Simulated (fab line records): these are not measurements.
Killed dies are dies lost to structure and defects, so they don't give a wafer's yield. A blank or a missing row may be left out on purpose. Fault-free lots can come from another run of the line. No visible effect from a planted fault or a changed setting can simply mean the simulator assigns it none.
A sampling plan put to the test | flow sfqLine | one line in one fab, 57 faults in these records, each fault weighed on the records of the lots it struck
Plan = the line's own looks (route steps where a gauge or an inspection reads the wafer without altering it). A look can be judged if struck wafers have a number there and the file gives its usual mean and standard deviation on fault-free wafers. Caught: a look later than the fault's first step finds the struck wafers' mean 4 or more of those standard deviations (sigma) from the usual mean. On the tool: the test repeated on the tool's own readings taken at the fault's steps. It also counts as caught if the struck wafers ran another recipe or if their record alone is blank.

## THE FAULTS, as the simulator had put them in
1. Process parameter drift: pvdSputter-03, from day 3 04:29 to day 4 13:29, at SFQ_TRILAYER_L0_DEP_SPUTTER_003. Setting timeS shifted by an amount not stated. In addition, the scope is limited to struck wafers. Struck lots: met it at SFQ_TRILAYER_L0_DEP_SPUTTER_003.
2. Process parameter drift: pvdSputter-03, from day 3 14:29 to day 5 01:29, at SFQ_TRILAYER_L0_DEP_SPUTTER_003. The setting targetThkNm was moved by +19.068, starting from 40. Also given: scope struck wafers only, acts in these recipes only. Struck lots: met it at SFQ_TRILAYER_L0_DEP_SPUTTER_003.
3. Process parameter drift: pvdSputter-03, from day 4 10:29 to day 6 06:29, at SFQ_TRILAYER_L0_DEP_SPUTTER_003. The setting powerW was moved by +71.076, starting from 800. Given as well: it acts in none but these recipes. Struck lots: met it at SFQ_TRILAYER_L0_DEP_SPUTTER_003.
4. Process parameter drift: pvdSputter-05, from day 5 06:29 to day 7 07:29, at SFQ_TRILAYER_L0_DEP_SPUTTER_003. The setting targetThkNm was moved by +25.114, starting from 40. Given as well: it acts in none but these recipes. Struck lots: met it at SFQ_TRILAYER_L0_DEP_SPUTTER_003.
5. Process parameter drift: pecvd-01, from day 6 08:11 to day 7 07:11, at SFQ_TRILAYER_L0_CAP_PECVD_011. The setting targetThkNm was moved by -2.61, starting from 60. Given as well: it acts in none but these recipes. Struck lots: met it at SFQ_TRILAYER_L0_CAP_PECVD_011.
6. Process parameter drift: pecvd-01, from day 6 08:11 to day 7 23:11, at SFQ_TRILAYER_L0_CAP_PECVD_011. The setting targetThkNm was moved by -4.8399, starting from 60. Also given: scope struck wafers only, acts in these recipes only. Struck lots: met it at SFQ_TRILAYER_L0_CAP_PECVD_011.
7. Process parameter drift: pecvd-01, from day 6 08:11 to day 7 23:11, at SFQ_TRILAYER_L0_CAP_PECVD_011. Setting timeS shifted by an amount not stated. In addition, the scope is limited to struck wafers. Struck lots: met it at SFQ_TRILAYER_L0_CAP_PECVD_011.
8. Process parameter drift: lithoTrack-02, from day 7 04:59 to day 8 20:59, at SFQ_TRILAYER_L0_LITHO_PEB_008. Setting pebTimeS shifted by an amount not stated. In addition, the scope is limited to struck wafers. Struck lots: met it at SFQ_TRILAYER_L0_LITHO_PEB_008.
9. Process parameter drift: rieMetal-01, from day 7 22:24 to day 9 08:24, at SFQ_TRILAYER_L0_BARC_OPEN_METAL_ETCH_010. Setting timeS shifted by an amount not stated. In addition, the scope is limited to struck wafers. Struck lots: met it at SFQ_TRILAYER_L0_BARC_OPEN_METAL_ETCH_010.
10. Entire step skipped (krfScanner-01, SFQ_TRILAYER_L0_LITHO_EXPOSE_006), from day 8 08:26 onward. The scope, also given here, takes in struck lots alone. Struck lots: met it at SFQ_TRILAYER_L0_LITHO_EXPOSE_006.
11. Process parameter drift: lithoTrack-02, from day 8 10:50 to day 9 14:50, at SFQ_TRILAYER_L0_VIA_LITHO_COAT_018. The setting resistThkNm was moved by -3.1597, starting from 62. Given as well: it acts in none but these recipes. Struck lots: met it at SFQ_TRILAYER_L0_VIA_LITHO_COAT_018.
12. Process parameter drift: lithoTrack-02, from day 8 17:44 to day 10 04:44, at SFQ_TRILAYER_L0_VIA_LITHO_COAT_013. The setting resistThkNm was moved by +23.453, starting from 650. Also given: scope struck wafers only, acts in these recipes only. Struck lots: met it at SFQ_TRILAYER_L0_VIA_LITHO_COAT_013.
13. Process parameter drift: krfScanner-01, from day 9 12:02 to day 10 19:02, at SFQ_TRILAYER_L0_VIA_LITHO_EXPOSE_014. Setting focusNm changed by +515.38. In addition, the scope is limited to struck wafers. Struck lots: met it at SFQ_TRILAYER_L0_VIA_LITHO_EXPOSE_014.
14. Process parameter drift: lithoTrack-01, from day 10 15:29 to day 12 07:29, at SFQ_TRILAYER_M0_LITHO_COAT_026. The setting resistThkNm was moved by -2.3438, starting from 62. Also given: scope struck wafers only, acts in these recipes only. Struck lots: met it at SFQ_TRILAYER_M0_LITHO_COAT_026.
15. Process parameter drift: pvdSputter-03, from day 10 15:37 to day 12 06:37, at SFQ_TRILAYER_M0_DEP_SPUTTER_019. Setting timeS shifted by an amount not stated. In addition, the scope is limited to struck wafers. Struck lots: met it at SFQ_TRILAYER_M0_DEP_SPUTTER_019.
16. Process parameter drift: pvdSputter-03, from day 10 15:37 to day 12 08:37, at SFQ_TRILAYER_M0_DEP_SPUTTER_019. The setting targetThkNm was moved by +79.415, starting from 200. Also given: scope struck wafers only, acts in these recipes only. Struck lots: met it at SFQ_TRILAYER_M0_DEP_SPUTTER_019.
17. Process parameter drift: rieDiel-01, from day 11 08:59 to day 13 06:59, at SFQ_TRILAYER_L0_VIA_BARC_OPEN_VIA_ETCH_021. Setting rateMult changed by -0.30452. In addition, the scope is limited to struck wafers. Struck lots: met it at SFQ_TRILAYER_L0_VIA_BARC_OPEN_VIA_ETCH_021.
18. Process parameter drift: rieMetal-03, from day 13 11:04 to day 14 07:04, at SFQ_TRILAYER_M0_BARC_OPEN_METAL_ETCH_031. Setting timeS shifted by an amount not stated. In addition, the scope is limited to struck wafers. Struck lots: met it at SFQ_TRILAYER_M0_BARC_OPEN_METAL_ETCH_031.
19. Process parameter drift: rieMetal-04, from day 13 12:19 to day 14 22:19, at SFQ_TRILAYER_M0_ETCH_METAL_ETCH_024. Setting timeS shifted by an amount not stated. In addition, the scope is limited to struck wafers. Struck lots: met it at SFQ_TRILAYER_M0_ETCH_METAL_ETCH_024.
20. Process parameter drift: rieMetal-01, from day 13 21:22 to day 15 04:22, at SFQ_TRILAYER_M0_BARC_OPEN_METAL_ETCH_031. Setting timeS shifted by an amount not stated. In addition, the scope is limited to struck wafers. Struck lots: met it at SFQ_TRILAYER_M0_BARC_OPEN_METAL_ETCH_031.
21. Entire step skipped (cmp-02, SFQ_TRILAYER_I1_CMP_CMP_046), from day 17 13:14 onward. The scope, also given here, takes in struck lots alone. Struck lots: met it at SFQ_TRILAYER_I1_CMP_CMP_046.
22. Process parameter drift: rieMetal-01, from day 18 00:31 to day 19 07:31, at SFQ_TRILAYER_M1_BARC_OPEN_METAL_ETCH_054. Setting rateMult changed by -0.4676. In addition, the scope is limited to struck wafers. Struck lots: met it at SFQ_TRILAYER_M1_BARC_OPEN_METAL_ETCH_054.
23. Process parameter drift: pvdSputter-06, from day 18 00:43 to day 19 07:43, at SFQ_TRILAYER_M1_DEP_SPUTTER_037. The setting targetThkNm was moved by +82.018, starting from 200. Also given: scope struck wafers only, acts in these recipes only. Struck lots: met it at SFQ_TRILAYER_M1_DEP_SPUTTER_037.
24. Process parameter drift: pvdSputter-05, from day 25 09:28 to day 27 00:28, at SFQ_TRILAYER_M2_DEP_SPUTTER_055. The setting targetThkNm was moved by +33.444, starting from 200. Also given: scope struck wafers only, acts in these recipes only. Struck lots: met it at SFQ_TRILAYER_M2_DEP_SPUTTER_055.
25. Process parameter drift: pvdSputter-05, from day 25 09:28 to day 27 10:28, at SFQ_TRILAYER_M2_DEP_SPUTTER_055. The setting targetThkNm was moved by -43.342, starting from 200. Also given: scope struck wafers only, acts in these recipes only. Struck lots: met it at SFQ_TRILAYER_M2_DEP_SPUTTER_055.
26. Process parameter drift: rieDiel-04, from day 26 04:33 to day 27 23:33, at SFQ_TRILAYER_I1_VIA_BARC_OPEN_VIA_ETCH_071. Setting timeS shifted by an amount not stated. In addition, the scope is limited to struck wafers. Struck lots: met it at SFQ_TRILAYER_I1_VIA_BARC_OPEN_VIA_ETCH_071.
27. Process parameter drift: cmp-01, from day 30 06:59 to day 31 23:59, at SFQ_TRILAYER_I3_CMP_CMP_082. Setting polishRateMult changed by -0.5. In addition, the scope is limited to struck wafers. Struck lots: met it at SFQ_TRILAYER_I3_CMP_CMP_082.
28. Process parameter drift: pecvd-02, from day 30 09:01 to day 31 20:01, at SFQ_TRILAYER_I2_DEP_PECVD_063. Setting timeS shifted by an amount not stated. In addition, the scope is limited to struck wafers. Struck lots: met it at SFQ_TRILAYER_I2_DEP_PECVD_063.
29. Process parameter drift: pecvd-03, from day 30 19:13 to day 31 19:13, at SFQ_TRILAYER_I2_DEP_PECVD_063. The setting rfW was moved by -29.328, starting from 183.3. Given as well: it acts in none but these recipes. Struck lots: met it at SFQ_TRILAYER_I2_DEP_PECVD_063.
30. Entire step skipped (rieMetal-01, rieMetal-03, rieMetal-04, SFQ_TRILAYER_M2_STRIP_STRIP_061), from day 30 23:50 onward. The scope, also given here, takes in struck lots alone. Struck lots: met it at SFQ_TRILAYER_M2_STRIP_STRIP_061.
31. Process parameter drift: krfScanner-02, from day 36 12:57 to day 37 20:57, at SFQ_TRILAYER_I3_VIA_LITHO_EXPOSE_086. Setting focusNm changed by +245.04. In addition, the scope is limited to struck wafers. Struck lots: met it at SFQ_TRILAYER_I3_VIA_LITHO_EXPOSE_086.
32. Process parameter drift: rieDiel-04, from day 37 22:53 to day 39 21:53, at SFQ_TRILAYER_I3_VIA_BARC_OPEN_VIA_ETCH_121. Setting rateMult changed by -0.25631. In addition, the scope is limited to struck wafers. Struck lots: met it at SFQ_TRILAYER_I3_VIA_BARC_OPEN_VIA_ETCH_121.
33. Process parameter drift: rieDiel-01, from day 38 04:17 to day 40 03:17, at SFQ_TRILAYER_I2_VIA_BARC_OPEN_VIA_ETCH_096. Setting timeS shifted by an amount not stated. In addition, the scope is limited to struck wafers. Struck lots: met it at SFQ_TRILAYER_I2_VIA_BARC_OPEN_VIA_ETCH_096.
34. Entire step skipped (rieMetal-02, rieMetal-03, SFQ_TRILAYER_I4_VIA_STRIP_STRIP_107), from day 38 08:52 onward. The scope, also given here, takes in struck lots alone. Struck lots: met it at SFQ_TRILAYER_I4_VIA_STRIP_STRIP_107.
35. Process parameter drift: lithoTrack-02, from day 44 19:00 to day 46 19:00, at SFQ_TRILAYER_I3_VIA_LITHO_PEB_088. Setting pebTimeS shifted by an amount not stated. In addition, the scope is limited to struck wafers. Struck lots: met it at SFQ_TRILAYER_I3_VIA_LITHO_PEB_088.
36. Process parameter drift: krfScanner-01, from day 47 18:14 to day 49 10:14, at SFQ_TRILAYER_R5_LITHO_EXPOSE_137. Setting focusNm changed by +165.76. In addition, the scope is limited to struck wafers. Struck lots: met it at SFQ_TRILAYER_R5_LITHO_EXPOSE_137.
37. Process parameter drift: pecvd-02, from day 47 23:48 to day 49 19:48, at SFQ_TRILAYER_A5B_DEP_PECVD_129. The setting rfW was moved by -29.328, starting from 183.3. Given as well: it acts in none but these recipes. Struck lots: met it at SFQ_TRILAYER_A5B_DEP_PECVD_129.
38. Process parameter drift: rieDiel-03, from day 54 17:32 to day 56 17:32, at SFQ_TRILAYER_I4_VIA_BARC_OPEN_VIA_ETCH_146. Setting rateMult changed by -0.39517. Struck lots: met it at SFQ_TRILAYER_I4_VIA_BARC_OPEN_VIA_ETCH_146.
39. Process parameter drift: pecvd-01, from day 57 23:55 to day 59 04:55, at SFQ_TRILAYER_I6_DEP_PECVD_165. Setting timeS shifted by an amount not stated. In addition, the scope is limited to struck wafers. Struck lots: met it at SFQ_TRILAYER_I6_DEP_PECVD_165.
40. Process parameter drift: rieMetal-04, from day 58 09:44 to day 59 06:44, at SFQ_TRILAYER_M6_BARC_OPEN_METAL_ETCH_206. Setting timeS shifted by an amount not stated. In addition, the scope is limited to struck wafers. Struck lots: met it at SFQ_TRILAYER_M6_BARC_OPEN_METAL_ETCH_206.
41. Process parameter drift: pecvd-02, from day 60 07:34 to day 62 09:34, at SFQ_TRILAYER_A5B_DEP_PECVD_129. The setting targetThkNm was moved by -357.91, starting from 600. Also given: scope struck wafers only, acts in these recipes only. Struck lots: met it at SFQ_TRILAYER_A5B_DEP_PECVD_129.
42. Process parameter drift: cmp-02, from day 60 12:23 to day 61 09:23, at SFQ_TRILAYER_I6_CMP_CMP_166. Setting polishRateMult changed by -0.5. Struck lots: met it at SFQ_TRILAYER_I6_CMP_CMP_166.
43. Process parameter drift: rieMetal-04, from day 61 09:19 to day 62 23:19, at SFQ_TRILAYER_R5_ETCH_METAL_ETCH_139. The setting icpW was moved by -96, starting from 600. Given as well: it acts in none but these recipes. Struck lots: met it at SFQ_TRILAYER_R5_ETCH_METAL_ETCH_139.
44. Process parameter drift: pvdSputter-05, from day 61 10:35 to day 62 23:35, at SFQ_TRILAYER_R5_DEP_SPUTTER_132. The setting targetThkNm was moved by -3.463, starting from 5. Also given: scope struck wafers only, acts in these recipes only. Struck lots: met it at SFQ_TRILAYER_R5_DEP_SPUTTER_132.
45. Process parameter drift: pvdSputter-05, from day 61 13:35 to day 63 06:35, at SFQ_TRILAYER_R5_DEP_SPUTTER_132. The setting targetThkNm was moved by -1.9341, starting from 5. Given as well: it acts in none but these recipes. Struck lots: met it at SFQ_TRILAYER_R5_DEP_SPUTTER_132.
46. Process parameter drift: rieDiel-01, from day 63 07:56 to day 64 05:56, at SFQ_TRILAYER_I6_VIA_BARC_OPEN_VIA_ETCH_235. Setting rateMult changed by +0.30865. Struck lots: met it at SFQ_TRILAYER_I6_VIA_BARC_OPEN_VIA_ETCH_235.
47. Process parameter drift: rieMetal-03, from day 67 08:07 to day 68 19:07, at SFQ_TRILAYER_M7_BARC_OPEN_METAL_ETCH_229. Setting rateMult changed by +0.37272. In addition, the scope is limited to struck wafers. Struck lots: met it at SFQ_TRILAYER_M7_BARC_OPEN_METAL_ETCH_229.
48. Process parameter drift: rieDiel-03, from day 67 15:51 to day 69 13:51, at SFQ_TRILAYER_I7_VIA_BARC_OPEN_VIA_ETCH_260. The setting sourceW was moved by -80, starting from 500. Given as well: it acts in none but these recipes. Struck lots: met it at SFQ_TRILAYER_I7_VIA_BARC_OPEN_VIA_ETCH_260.
49. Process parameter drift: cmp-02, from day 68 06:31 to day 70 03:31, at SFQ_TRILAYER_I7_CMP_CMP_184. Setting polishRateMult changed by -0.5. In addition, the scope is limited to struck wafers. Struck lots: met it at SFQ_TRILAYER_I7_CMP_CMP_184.
50. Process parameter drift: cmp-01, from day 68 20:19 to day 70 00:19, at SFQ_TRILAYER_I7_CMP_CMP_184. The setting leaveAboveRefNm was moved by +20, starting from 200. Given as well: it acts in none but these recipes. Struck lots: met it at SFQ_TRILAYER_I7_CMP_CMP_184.
51. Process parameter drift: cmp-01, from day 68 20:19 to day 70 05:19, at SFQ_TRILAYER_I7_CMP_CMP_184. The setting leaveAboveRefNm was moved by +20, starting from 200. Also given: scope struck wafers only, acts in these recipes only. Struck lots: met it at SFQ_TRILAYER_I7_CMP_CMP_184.
52. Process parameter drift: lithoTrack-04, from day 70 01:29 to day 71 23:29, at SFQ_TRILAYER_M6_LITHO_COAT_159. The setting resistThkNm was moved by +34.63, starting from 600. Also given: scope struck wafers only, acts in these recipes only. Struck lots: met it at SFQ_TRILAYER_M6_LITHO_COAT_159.
53. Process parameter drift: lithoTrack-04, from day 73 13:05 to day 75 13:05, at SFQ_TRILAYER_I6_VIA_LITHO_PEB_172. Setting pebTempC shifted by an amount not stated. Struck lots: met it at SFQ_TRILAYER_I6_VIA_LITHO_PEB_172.
54. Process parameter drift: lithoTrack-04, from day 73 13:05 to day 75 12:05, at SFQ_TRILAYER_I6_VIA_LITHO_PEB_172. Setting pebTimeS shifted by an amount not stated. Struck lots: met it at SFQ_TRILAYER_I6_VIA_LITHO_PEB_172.
55. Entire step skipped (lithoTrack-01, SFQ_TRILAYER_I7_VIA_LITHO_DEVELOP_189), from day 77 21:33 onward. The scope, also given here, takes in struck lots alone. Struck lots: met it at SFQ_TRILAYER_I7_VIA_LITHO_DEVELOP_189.
56. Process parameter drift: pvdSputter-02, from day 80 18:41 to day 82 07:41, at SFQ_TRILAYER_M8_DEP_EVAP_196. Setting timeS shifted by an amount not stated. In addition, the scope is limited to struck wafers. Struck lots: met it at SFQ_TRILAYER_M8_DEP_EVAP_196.
57. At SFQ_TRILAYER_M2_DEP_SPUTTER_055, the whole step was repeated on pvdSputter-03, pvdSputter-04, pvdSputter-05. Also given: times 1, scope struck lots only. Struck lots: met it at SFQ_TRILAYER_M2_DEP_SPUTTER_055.

## WHAT THE PLAN SAW
fault | on the tool itself                               | first look that catches it                      | reading, sigma                                 | median hours from its first step to that look | hours from the fault's start to the first struck lot there | judged looks passed uncaught
1     | under 2 sigma                                    | SFQ_L0_RS_MEAS_901                              | L0_MONX_KI_RS -20                              | 0.1                                           | 5                                                          | 0
2     | under 2 sigma                                    | SFQ_L0_RS_MEAS_901                              | L0_MONX_KI_RS -37                              | 0.1                                           | 5                                                          | 0
3     | cathodeDcPowerW +99 or beyond sigma              | SFQ_L0_RS_MEAS_901                              | L0_MONX_KI_RS -9.5                             | 0.1                                           | 5                                                          | 0
4     | under 2 sigma                                    | SFQ_L0_RS_MEAS_901                              | L0_MONX_KI_RS -45                              | 0.1                                           | 5                                                          | 0
5     | under 2 sigma                                    | none of the 3 looks that can be judged after it | -                                              | -                                             | -                                                          | 3
6     | only faintly: throttleValvePct +2.0 sigma        | none of the 2 looks that can be judged after it | strongest: M8_OVL at SFQ_M8_OVL_MEAS_948, -2.1 | -                                             | -                                                          | 2
7     | under 2 sigma                                    | no look after it can be judged                  | -                                              | -                                             | -                                                          | 0
8     | under 2 sigma                                    | no look after it can be judged                  | -                                              | -                                             | -                                                          | 0
9     | oesProductAu +23 sigma                           | no look after it can be judged                  | -                                              | -                                             | -                                                          | 0
10    | no reading that can be judged                    | no look after it can be judged                  | -                                              | -                                             | -                                                          | 0
11    | no reading that can be judged                    | no look after it can be judged                  | -                                              | -                                             | -                                                          | 0
12    | under 2 sigma                                    | not the one look that can be judged after it    | -                                              | -                                             | -                                                          | 1
13    | no reading that can be judged                    | not the one look that can be judged after it    | -                                              | -                                             | -                                                          | 1
14    | no reading that can be judged                    | not the one look that can be judged after it    | -                                              | -                                             | -                                                          | 1
15    | under 2 sigma                                    | SFQ_M0_RS_MEAS_904                              | M0_NB_RS +12                                   | 0.1                                           | 10                                                         | 0
16    | under 2 sigma                                    | SFQ_M0_RS_MEAS_904                              | M0_NB_RS -23                                   | 0.1                                           | 10                                                         | 0
17    | under 2 sigma                                    | no look after it can be judged                  | -                                              | -                                             | -                                                          | 0
18    | runLengthS +30 sigma                             | no look after it can be judged                  | -                                              | -                                             | -                                                          | 0
19    | runLengthS -43 sigma                             | no look after it can be judged                  | -                                              | -                                             | -                                                          | 0
20    | runLengthS +86 sigma                             | no look after it can be judged                  | -                                              | -                                             | -                                                          | 0
21    | the tool's record is blank for the struck wafers | no look after it can be judged                  | -                                              | -                                             | -                                                          | 0
22    | under 2 sigma                                    | no look after it can be judged                  | -                                              | -                                             | -                                                          | 0
23    | under 2 sigma                                    | SFQ_M1_RS_MEAS_909                              | M1_NB_RS -26                                   | 0.1                                           | 2                                                          | 0
24    | under 2 sigma                                    | SFQ_M2_RS_MEAS_914                              | M2_NB_RS -14                                   | 0.1                                           | 3                                                          | 0
25    | under 2 sigma                                    | SFQ_M2_RS_MEAS_914                              | M2_NB_RS +29                                   | 0.1                                           | 3                                                          | 0
26    | oesProductAu +14 sigma                           | no look after it can be judged                  | -                                              | -                                             | -                                                          | 0
27    | timeToEndpointS +9.9 sigma                       | none of the 2 looks that can be judged after it | -                                              | -                                             | -                                                          | 2
28    | runLengthS -23 sigma                             | not the one look that can be judged after it    | -                                              | -                                             | -                                                          | 1
29    | rfFwdPowerW -48 sigma                            | no look after it can be judged                  | -                                              | -                                             | -                                                          | 0
30    | no reading that can be judged                    | none of the 5 looks that can be judged after it | -                                              | -                                             | -                                                          | 5
31    | no reading that can be judged                    | not the one look that can be judged after it    | -                                              | -                                             | -                                                          | 1
32    | under 2 sigma                                    | no look after it can be judged                  | -                                              | -                                             | -                                                          | 0
33    | runLengthS +15 sigma                             | no look after it can be judged                  | -                                              | -                                             | -                                                          | 0
34    | no reading that can be judged                    | none of the 4 looks that can be judged after it | -                                              | -                                             | -                                                          | 4
35    | under 2 sigma                                    | not the one look that can be judged after it    | -                                              | -                                             | -                                                          | 1
36    | no reading that can be judged                    | not the one look that can be judged after it    | -                                              | -                                             | -                                                          | 1
37    | rfFwdPowerW -46 sigma                            | no look after it can be judged                  | -                                              | -                                             | -                                                          | 0
38    | under 2 sigma                                    | no look after it can be judged                  | -                                              | -                                             | -                                                          | 0
39    | runLengthS -37 sigma                             | no look after it can be judged                  | -                                              | -                                             | -                                                          | 0
40    | oesProductAu +14 sigma                           | no look after it can be judged                  | -                                              | -                                             | -                                                          | 0
41    | under 2 sigma                                    | no look after it can be judged                  | -                                              | -                                             | -                                                          | 0
42    | timeToEndpointS +8.4 sigma                       | not the one look that can be judged after it    | -                                              | -                                             | -                                                          | 1
43    | rfFwdPowerW -38 sigma                            | none of the 4 looks that can be judged after it | -                                              | -                                             | -                                                          | 4
44    | under 2 sigma                                    | no look after it can be judged                  | -                                              | -                                             | -                                                          | 0
45    | under 2 sigma                                    | no look after it can be judged                  | -                                              | -                                             | -                                                          | 0
46    | under 2 sigma                                    | no look after it can be judged                  | -                                              | -                                             | -                                                          | 0
47    | under 2 sigma                                    | no look after it can be judged                  | -                                              | -                                             | -                                                          | 0
48    | rfFwdPowerW -45 sigma                            | no look after it can be judged                  | -                                              | -                                             | -                                                          | 0
49    | timeToEndpointS +8.2 sigma                       | no look after it can be judged                  | -                                              | -                                             | -                                                          | 0
50    | under 2 sigma                                    | not the one look that can be judged after it    | -                                              | -                                             | -                                                          | 1
51    | under 2 sigma                                    | not the one look that can be judged after it    | -                                              | -                                             | -                                                          | 1
52    | under 2 sigma                                    | none of the 6 looks that can be judged after it | -                                              | -                                             | -                                                          | 6
53    | heaterPowerTotalW +13 sigma                      | not the one look that can be judged after it    | -                                              | -                                             | -                                                          | 1
54    | no reading that can be judged                    | not the one look that can be judged after it    | -                                              | -                                             | -                                                          | 1
55    | no reading that can be judged                    | no look after it can be judged                  | -                                              | -                                             | -                                                          | 0
56    | no reading that can be judged                    | SFQ_M8_RS_MEAS_949                              | M8_AU_RS +6.1                                  | 0.6                                           | 4                                                          | 0
57    | under 2 sigma                                    | SFQ_M2_RS_MEAS_914                              | M2_NB_RS -50                                   | 0.3                                           | -                                                          | 0
Dash: fault not caught, or number not given in these records.

Caught at a look: 11 of 57. Caught on the tool: 19 of 57. By one or the other: 29 of 57.
Faults caught by the tool alone: 9, 18, 19, 20, 21, 26, 27, 28, 29, 33, 37, 39, 40, 42, 43, 48, 49, 53.
Caught at a look alone: faults 1, 2, 4, 15, 16, 23, 24, 25, 56, 57.
Caught by neither: faults 5, 6, 7, 8, 10, 11, 12, 13, 14, 17, 22, 30, 31, 32, 34, 35, 36, 38, 41, 44, 45, 46, 47, 50, 51, 52, 54, 55.

## THINNER SAMPLING
Were the look that catches a fault to measure just every second or every third lot (counted by lot number), the first struck lot would, at worst, be measured this late:
fault | struck lots at that look, in order of time | every lot | every second lot | every third lot
1     | L229, L231, L233                           | 5 h       | may miss all 3   | 25 h
2     | L573, L575, L577                           | 5 h       | may miss all 3   | 25 h
3     | L389, L392                                 | 5 h       | 20 h             | may miss all 2
4     | L894, L898                                 | 5 h       | may miss all 2   | may miss all 2
15    | L263, L265                                 | 10 h      | may miss all 2   | may miss all 2
16    | L770, L772, L773                           | 10 h      | 37 h             | may miss all 3
23    | L828, L830, L836                           | 2 h       | may miss all 3   | may miss all 3
24    | L123, L126, L129                           | 3 h       | 13 h             | may miss all 3
25    | L541, L544, L547                           | 3 h       | 13 h             | may miss all 3
56    | L462                                       | 4 h       | may miss it      | may miss it
Hours: fault start to first struck lot measured. 4 sigma limit: tested on the pooled struck wafers, so a lone lot may be under it. Other struck lots may not be in these records.

## THE LONGEST TIMED WAY FROM STEP TO LOOK
For fault 56, SFQ_TRILAYER_M8_DEP_EVAP_196 and SFQ_M8_RS_MEAS_949 are separated by a median of 0.6 hours. No look between them can be judged.
